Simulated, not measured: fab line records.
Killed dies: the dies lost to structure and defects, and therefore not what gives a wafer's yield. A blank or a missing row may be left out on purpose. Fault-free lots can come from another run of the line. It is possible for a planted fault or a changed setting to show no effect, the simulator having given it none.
Which of the tools did it? || flow sky130 || Sampling: 12 lots, 36 wafers, 5 of 708 route steps

WHAT EACH GAUGE READ, for each wafer
The record lacks any reading of a measuring or inspecting step that a usual standard deviation could be used to judge.

TOOL THAT RAN EACH LOT (tool first, then ch and the chambers of the sampled wafers, then the start)
{"lot": "L348", "SKY_CAPM_CVD_00": "pecvd-02 ch 0,2, day 36 13:07", "SKY_VIA3_CVD_21": "cvdW-01 ch 0,1, day 39 21:18", "SKY_CAP2M_STRIP_14": "plasmaAsher-04 ch 0,1, day 40 23:19", "SKY_VIA4_CVD_18": "cvdW-01 ch 0,1, day 42 23:47", "SKY_PAD_OPEN_PROBE_99": "prober-02, day 45 22:36"}
{"lot": "L349", "SKY_CAPM_CVD_00": "pecvd-02 ch 0,1,2, day 37 04:35", "SKY_VIA3_CVD_21": "cvdW-02 ch 0, day 40 10:29", "SKY_CAP2M_STRIP_14": "plasmaAsher-01 ch 1, day 41 12:35", "SKY_VIA4_CVD_18": "cvdW-01 ch 0,1, day 43 11:39", "SKY_PAD_OPEN_PROBE_99": "prober-01, day 46 08:07"}
{"lot": "L350", "SKY_CAPM_CVD_00": "pecvd-03 ch 0,1,2, day 37 08:35", "SKY_VIA3_CVD_21": "cvdW-02 ch 0,1, day 40 15:44", "SKY_CAP2M_STRIP_14": "plasmaAsher-01 ch 0,1, day 41 18:02", "SKY_VIA4_CVD_18": "cvdW-02 ch 1, day 43 19:48", "SKY_PAD_OPEN_PROBE_99": "prober-02, day 46 15:55"}
{"lot": "L351", "SKY_CAPM_CVD_00": "pecvd-03 ch 0,1, day 38 01:11", "SKY_VIA3_CVD_21": "cvdW-01 ch 0,1, day 41 06:05", "SKY_CAP2M_STRIP_14": "plasmaAsher-01 ch 0,1, day 42 07:31", "SKY_VIA4_CVD_18": "cvdW-01 ch 0,1, day 44 08:20", "SKY_PAD_OPEN_PROBE_99": "prober-01, day 47 03:10"}
{"lot": "L352", "SKY_CAPM_CVD_00": "pecvd-02 ch 1,2, day 38 04:22", "SKY_VIA3_CVD_21": "cvdW-02 ch 0,1, day 41 10:32", "SKY_CAP2M_STRIP_14": "plasmaAsher-04 ch 0,1, day 42 14:31", "SKY_VIA4_CVD_18": "cvdW-01 ch 0,1, day 44 14:11", "SKY_PAD_OPEN_PROBE_99": "prober-02, day 47 06:16"}
{"lot": "L355", "SKY_CAPM_CVD_00": "pecvd-04 ch 0,2, day 38 20:04", "SKY_VIA3_CVD_21": "cvdW-02 ch 0,1, day 41 23:50", "SKY_CAP2M_STRIP_14": "plasmaAsher-04 ch 0,1, day 43 00:34", "SKY_VIA4_CVD_18": "cvdW-02 ch 0,1, day 45 00:44", "SKY_PAD_OPEN_PROBE_99": "prober-01, day 47 17:41"}
{"lot": "L357", "SKY_CAPM_CVD_00": "pecvd-03 ch 1,2, day 39 07:35", "SKY_VIA3_CVD_21": "cvdW-02 ch 0,1, day 42 15:23", "SKY_CAP2M_STRIP_14": "plasmaAsher-01 ch 0,1, day 43 14:43", "SKY_VIA4_CVD_18": "cvdW-01 ch 0,1, day 45 12:08", "SKY_PAD_OPEN_PROBE_99": "prober-01, day 48 03:33"}
{"lot": "L365", "SKY_CAPM_CVD_00": "pecvd-02 ch 1,2, day 42 04:31", "SKY_VIA3_CVD_21": "cvdW-02 ch 0,1, day 45 03:58", "SKY_CAP2M_STRIP_14": "plasmaAsher-04 ch 0,1, day 46 01:23", "SKY_VIA4_CVD_18": "cvdW-02 ch 0,1, day 47 21:22", "SKY_PAD_OPEN_PROBE_99": "prober-02, day 50 06:00"}
{"lot": "L364", "SKY_CAPM_CVD_00": "pecvd-03 ch 0,1, day 42 05:59", "SKY_VIA3_CVD_21": "cvdW-01 ch 0,1, day 45 04:26", "SKY_CAP2M_STRIP_14": "plasmaAsher-03 ch 0,1, day 46 02:01", "SKY_VIA4_CVD_18": "cvdW-01 ch 0,1, day 47 21:44", "SKY_PAD_OPEN_PROBE_99": "prober-01, day 50 07:55"}
{"lot": "L366", "SKY_CAPM_CVD_00": "pecvd-03 ch 0,1,2, day 42 14:53", "SKY_VIA3_CVD_21": "cvdW-02 ch 0, day 45 12:43", "SKY_CAP2M_STRIP_14": "plasmaAsher-03 ch 0,1, day 46 10:07", "SKY_VIA4_CVD_18": "cvdW-02 ch 0,1, day 48 03:47", "SKY_PAD_OPEN_PROBE_99": "prober-01, day 50 11:44"}
{"lot": "L369", "SKY_CAPM_CVD_00": "pecvd-02 ch 0,1, day 42 20:37", "SKY_VIA3_CVD_21": "cvdW-01 ch 0,1, day 45 18:34", "SKY_CAP2M_STRIP_14": "plasmaAsher-03 ch 0,1, day 46 15:50", "SKY_VIA4_CVD_18": "cvdW-01 ch 0,1, day 48 09:29", "SKY_PAD_OPEN_PROBE_99": "prober-01, day 50 17:39"}
{"lot": "L370", "SKY_CAPM_CVD_00": "pecvd-02 ch 0,1, day 43 05:35", "SKY_VIA3_CVD_21": "cvdW-01 ch 0,1, day 46 01:53", "SKY_CAP2M_STRIP_14": "plasmaAsher-04 ch 1, day 46 23:34", "SKY_VIA4_CVD_18": "cvdW-02 ch 0, day 48 18:07", "SKY_PAD_OPEN_PROBE_99": "prober-02, day 51 00:45"}
- SKY_CAPM_CVD_00: deposits SiO2, target thk 15.5 nm.
- SKY_VIA3_CVD_21: deposits W, target thk 390 nm, time 117.31 s.
- SKY_CAP2M_STRIP_14: strips in O2/N2.
- SKY_VIA4_CVD_18: deposits W, target thk 505 nm, time 152.14 s.
- SKY_PAD_OPEN_PROBE_99

AS READ BY THE TOOLS THEMSELVES (means over the sampled wafers that have a number; for cases with no such wafer, the mark the record gives instead)
SKY_CAPM_CVD_00. Usual: heaterPowerW 743 W, standard deviation 96.
{"lot": "L348", "tool": "pecvd-02", "heaterPowerW (W)": 719, "flag": ""}
{"lot": "L349", "tool": "pecvd-02", "heaterPowerW (W)": 796, "flag": ""}
{"lot": "L350", "tool": "pecvd-03", "heaterPowerW (W)": 706, "flag": ""}
{"lot": "L351", "tool": "pecvd-03", "heaterPowerW (W)": 757, "flag": ""}
{"lot": "L352", "tool": "pecvd-02", "heaterPowerW (W)": 807, "flag": ""}
{"lot": "L355", "tool": "pecvd-04", "heaterPowerW (W)": 716, "flag": ""}
{"lot": "L357", "tool": "pecvd-03", "heaterPowerW (W)": 781, "flag": ""}
{"lot": "L365", "tool": "pecvd-02", "heaterPowerW (W)": 850, "flag": ""}
{"lot": "L364", "tool": "pecvd-03", "heaterPowerW (W)": 842, "flag": ""}
{"lot": "L366", "tool": "pecvd-03", "heaterPowerW (W)": 700, "flag": ""}
{"lot": "L369", "tool": "pecvd-02", "heaterPowerW (W)": 739, "flag": ""}
{"lot": "L370", "tool": "pecvd-02", "heaterPowerW (W)": 662, "flag": ""}

SKY_VIA3_CVD_21. Usual: heaterPowerW 808 W, standard deviation 100.
{"lot": "L348", "tool": "cvdW-01", "heaterPowerW (W)": 705, "flag": ""}
{"lot": "L349", "tool": "cvdW-02", "heaterPowerW (W)": 882, "flag": ""}
{"lot": "L350", "tool": "cvdW-02", "heaterPowerW (W)": 904, "flag": ""}
{"lot": "L351", "tool": "cvdW-01", "heaterPowerW (W)": 710, "flag": ""}
{"lot": "L352", "tool": "cvdW-02", "heaterPowerW (W)": 898, "flag": ""}
{"lot": "L355", "tool": "cvdW-02", "heaterPowerW (W)": 903, "flag": ""}
{"lot": "L357", "tool": "cvdW-02", "heaterPowerW (W)": 928, "flag": ""}
{"lot": "L365", "tool": "cvdW-02", "heaterPowerW (W)": 923, "flag": ""}
{"lot": "L364", "tool": "cvdW-01", "heaterPowerW (W)": 715, "flag": ""}
{"lot": "L366", "tool": "cvdW-02", "heaterPowerW (W)": 882, "flag": ""}
{"lot": "L369", "tool": "cvdW-01", "heaterPowerW (W)": 708, "flag": ""}
{"lot": "L370", "tool": "cvdW-01", "heaterPowerW (W)": 701, "flag": ""}

SKY_CAP2M_STRIP_14. Usual: drypumpMotorCurrentA 5.64 A, standard deviation 0.28; oesProductAu 0.711 a.u., standard deviation 0.0046; stripTimeToEndpointS 12.66 s, standard deviation 0.051.
{"lot": "L348", "tool": "plasmaAsher-04", "drypumpMotorCurrentA (A)": 5.83, "oesProductAu (a.u.)": 0.712, "stripTimeToEndpointS (s)": 12.70, "flag": ""}
{"lot": "L349", "tool": "plasmaAsher-01", "drypumpMotorCurrentA (A)": 5.44, "oesProductAu (a.u.)": 0.710, "stripTimeToEndpointS (s)": 12.53, "flag": ""}
{"lot": "L350", "tool": "plasmaAsher-01", "drypumpMotorCurrentA (A)": 5.51, "oesProductAu (a.u.)": 0.710, "stripTimeToEndpointS (s)": 12.67, "flag": ""}
{"lot": "L351", "tool": "plasmaAsher-01", "drypumpMotorCurrentA (A)": 5.50, "oesProductAu (a.u.)": 0.707, "stripTimeToEndpointS (s)": 12.66, "flag": ""}
{"lot": "L352", "tool": "plasmaAsher-04", "drypumpMotorCurrentA (A)": 5.85, "oesProductAu (a.u.)": 0.710, "stripTimeToEndpointS (s)": 12.64, "flag": ""}
{"lot": "L355", "tool": "plasmaAsher-04", "drypumpMotorCurrentA (A)": 5.95, "oesProductAu (a.u.)": 0.712, "stripTimeToEndpointS (s)": 12.66, "flag": ""}
{"lot": "L357", "tool": "plasmaAsher-01", "drypumpMotorCurrentA (A)": 5.46, "oesProductAu (a.u.)": 0.713, "stripTimeToEndpointS (s)": 12.65, "flag": ""}
{"lot": "L365", "tool": "plasmaAsher-04", "drypumpMotorCurrentA (A)": 5.96, "oesProductAu (a.u.)": 0.709, "stripTimeToEndpointS (s)": 12.73, "flag": ""}
{"lot": "L364", "tool": "plasmaAsher-03", "drypumpMotorCurrentA (A)": 5.67, "oesProductAu (a.u.)": 0.712, "stripTimeToEndpointS (s)": 12.71, "flag": ""}
{"lot": "L366", "tool": "plasmaAsher-03", "drypumpMotorCurrentA (A)": 5.67, "oesProductAu (a.u.)": 0.714, "stripTimeToEndpointS (s)": 12.74, "flag": ""}
{"lot": "L369", "tool": "plasmaAsher-03", "drypumpMotorCurrentA (A)": 5.44, "oesProductAu (a.u.)": 0.713, "stripTimeToEndpointS (s)": 12.72, "flag": ""}
{"lot": "L370", "tool": "plasmaAsher-04", "drypumpMotorCurrentA (A)": 5.70, "oesProductAu (a.u.)": 0.703, "stripTimeToEndpointS (s)": 12.60, "flag": ""}

SKY_VIA4_CVD_18. Usual: heaterPowerW 816 W, standard deviation 110.
{"lot": "L348", "tool": "cvdW-01", "heaterPowerW (W)": 698, "flag": ""}
{"lot": "L349", "tool": "cvdW-01", "heaterPowerW (W)": 707, "flag": ""}
{"lot": "L350", "tool": "cvdW-02", "heaterPowerW (W)": 951, "flag": ""}
{"lot": "L351", "tool": "cvdW-01", "heaterPowerW (W)": 714, "flag": ""}
{"lot": "L352", "tool": "cvdW-01", "heaterPowerW (W)": 706, "flag": ""}
{"lot": "L355", "tool": "cvdW-02", "heaterPowerW (W)": 920, "flag": ""}
{"lot": "L357", "tool": "cvdW-01", "heaterPowerW (W)": 723, "flag": ""}
{"lot": "L365", "tool": "cvdW-02", "heaterPowerW (W)": 920, "flag": ""}
{"lot": "L364", "tool": "cvdW-01", "heaterPowerW (W)": 708, "flag": ""}
{"lot": "L366", "tool": "cvdW-02", "heaterPowerW (W)": 923, "flag": ""}
{"lot": "L369", "tool": "cvdW-01", "heaterPowerW (W)": 717, "flag": ""}
{"lot": "L370", "tool": "cvdW-02", "heaterPowerW (W)": 896, "flag": ""}

SKY_PAD_OPEN_PROBE_99. Usual: defectLimitedYield 82.3 %, standard deviation 1.9; killed_at_M0_to_M3 45, standard deviation 6.6; killed_at_M4_up 3.1, standard deviation 1.6; killedAtContacts 24, standard deviation 5; killedAtFrontEnd 14, standard deviation 4.4; killedAtOther 0.3, standard deviation 0.58; killedDies 87, standard deviation 9.2; killedOpen 47, standard deviation 6.7; killedShort 40, standard deviation 6.4; sort_bin_3_pad_short 0.9 %, standard deviation 0.5; sort_bin_5_function 10.4 %, standard deviation 1.6; sort_bin_6_memory 6.4 %, standard deviation 1.1; sortNPass 405, standard deviation 9.1; sortYieldPct 82.3 %, standard deviation 1.9.
{"lot": "L348", "tool": "prober-02", "defectLimitedYield (%)": 82.2, "killed_at_M0_to_M3": 40, "killed_at_M4_up": 3.7, "killedAtContacts": 27, "killedAtFrontEnd": 17, "killedAtOther": 0.0, "killedDies": 87, "killedOpen": 45, "killedShort": 42, "sort_bin_3_pad_short (%)": 0.7, "sort_bin_5_function (%)": 10.5, "sort_bin_6_memory (%)": 6.6, "sortNPass": 405, "sortYieldPct (%)": 82.2, "flag": ""}
{"lot": "L349", "tool": "prober-01", "defectLimitedYield (%)": 82.0, "killed_at_M0_to_M3": 42, "killed_at_M4_up": 1.3, "killedAtContacts": 28, "killedAtFrontEnd": 17, "killedAtOther": 0.3, "killedDies": 88, "killedOpen": 44, "killedShort": 45, "sort_bin_3_pad_short (%)": 1.3, "sort_bin_5_function (%)": 9.8, "sort_bin_6_memory (%)": 6.8, "sortNPass": 404, "sortYieldPct (%)": 82.0, "flag": ""}
{"lot": "L350", "tool": "prober-02", "defectLimitedYield (%)": 82.2, "killed_at_M0_to_M3": 46, "killed_at_M4_up": 3.0, "killedAtContacts": 25, "killedAtFrontEnd": 13, "killedAtOther": 0.3, "killedDies": 87, "killedOpen": 43, "killedShort": 44, "sort_bin_3_pad_short (%)": 0.6, "sort_bin_5_function (%)": 10.7, "sort_bin_6_memory (%)": 6.5, "sortNPass": 405, "sortYieldPct (%)": 82.2, "flag": ""}
{"lot": "L351", "tool": "prober-01", "defectLimitedYield (%)": 82.4, "killed_at_M0_to_M3": 48, "killed_at_M4_up": 3.0, "killedAtContacts": 22, "killedAtFrontEnd": 13, "killedAtOther": 0.3, "killedDies": 86, "killedOpen": 52, "killedShort": 34, "sort_bin_3_pad_short (%)": 0.9, "sort_bin_5_function (%)": 10.4, "sort_bin_6_memory (%)": 6.2, "sortNPass": 406, "sortYieldPct (%)": 82.4, "flag": ""}
{"lot": "L352", "tool": "prober-02", "defectLimitedYield (%)": 74.3, "killed_at_M0_to_M3": 40, "killed_at_M4_up": 48.0, "killedAtContacts": 24, "killedAtFrontEnd": 14, "killedAtOther": 0.0, "killedDies": 126, "killedOpen": 46, "killedShort": 35, "sort_bin_3_pad_short (%)": 3.1, "sort_bin_5_function (%)": 16.5, "sort_bin_6_memory (%)": 6.0, "sortNPass": 366, "sortYieldPct (%)": 74.3, "flag": "OFF"}
{"lot": "L355", "tool": "prober-01", "defectLimitedYield (%)": 83.8, "killed_at_M0_to_M3": 42, "killed_at_M4_up": 2.7, "killedAtContacts": 21, "killedAtFrontEnd": 13, "killedAtOther": 0.0, "killedDies": 79, "killedOpen": 43, "killedShort": 36, "sort_bin_3_pad_short (%)": 0.6, "sort_bin_5_function (%)": 9.3, "sort_bin_6_memory (%)": 6.2, "sortNPass": 413, "sortYieldPct (%)": 83.8, "flag": ""}
{"lot": "L357", "tool": "prober-01", "defectLimitedYield (%)": 73.2, "killed_at_M0_to_M3": 41, "killed_at_M4_up": 46.0, "killedAtContacts": 28, "killedAtFrontEnd": 16, "killedAtOther": 0.7, "killedDies": 132, "killedOpen": 44, "killedShort": 44, "sort_bin_3_pad_short (%)": 4.1, "sort_bin_5_function (%)": 15.4, "sort_bin_6_memory (%)": 7.2, "sortNPass": 360, "sortYieldPct (%)": 73.2, "flag": "OFF"}
{"lot": "L365", "tool": "prober-02", "defectLimitedYield (%)": 82.0, "killed_at_M0_to_M3": 48, "killed_at_M4_up": 3.7, "killedAtContacts": 21, "killedAtFrontEnd": 15, "killedAtOther": 0.7, "killedDies": 88, "killedOpen": 48, "killedShort": 40, "sort_bin_3_pad_short (%)": 0.7, "sort_bin_5_function (%)": 10.3, "sort_bin_6_memory (%)": 7.0, "sortNPass": 404, "sortYieldPct (%)": 82.0, "flag": ""}
{"lot": "L364", "tool": "prober-01", "defectLimitedYield (%)": 83.8, "killed_at_M0_to_M3": 39, "killed_at_M4_up": 3.7, "killedAtContacts": 25, "killedAtFrontEnd": 11, "killedAtOther": 1.0, "killedDies": 79, "killedOpen": 44, "killedShort": 35, "sort_bin_3_pad_short (%)": 0.9, "sort_bin_5_function (%)": 10.2, "sort_bin_6_memory (%)": 5.0, "sortNPass": 413, "sortYieldPct (%)": 83.8, "flag": ""}
{"lot": "L366", "tool": "prober-01", "defectLimitedYield (%)": 78.1, "killed_at_M0_to_M3": 53, "killed_at_M4_up": 4.0, "killedAtContacts": 34, "killedAtFrontEnd": 16, "killedAtOther": 0.7, "killedDies": 108, "killedOpen": 59, "killedShort": 49, "sort_bin_3_pad_short (%)": 1.0, "sort_bin_5_function (%)": 14.5, "sort_bin_6_memory (%)": 6.4, "sortNPass": 384, "sortYieldPct (%)": 78.1, "flag": ""}
{"lot": "L369", "tool": "prober-01", "defectLimitedYield (%)": 81.4, "killed_at_M0_to_M3": 50, "killed_at_M4_up": 2.7, "killedAtContacts": 25, "killedAtFrontEnd": 14, "killedAtOther": 0.0, "killedDies": 91, "killedOpen": 51, "killedShort": 40, "sort_bin_3_pad_short (%)": 0.5, "sort_bin_5_function (%)": 11.6, "sort_bin_6_memory (%)": 6.4, "sortNPass": 401, "sortYieldPct (%)": 81.4, "flag": ""}
{"lot": "L370", "tool": "prober-02", "defectLimitedYield (%)": 82.6, "killed_at_M0_to_M3": 47, "killed_at_M4_up": 2.7, "killedAtContacts": 25, "killedAtFrontEnd": 10, "killedAtOther": 0.3, "killedDies": 85, "killedOpen": 44, "killedShort": 42, "sort_bin_3_pad_short (%)": 1.2, "sort_bin_5_function (%)": 9.4, "sort_bin_6_memory (%)": 6.7, "sortNPass": 407, "sortYieldPct (%)": 82.6, "flag": ""}

THE ANSWER, worked out from the rows above alone
Rule: a lot counts as off when the mean over its wafers that have a number is more than 3 standard deviations away from the usual mean. Also off: a lot with no number at a reading for which 4 or more lots have one. Where the step has rows for the other lots, those lots are counted as sound. First the gauges in route order, then the tools' own readings, where a lot's mean is used as printed above. At the first step where some lot is off, the reading lying furthest off is the one used; lots without a number count as furthest.
Off: L352, L357 (SKY_PAD_OPEN_PROBE_99, killed_at_M4_up).
A tool fits if, at that step or a process step before it, it ran every lot that is off, and no sound lot after the first of them. Not one of the candidates tried fits.

WHAT WAS PUT IN BY THE SIMULATOR
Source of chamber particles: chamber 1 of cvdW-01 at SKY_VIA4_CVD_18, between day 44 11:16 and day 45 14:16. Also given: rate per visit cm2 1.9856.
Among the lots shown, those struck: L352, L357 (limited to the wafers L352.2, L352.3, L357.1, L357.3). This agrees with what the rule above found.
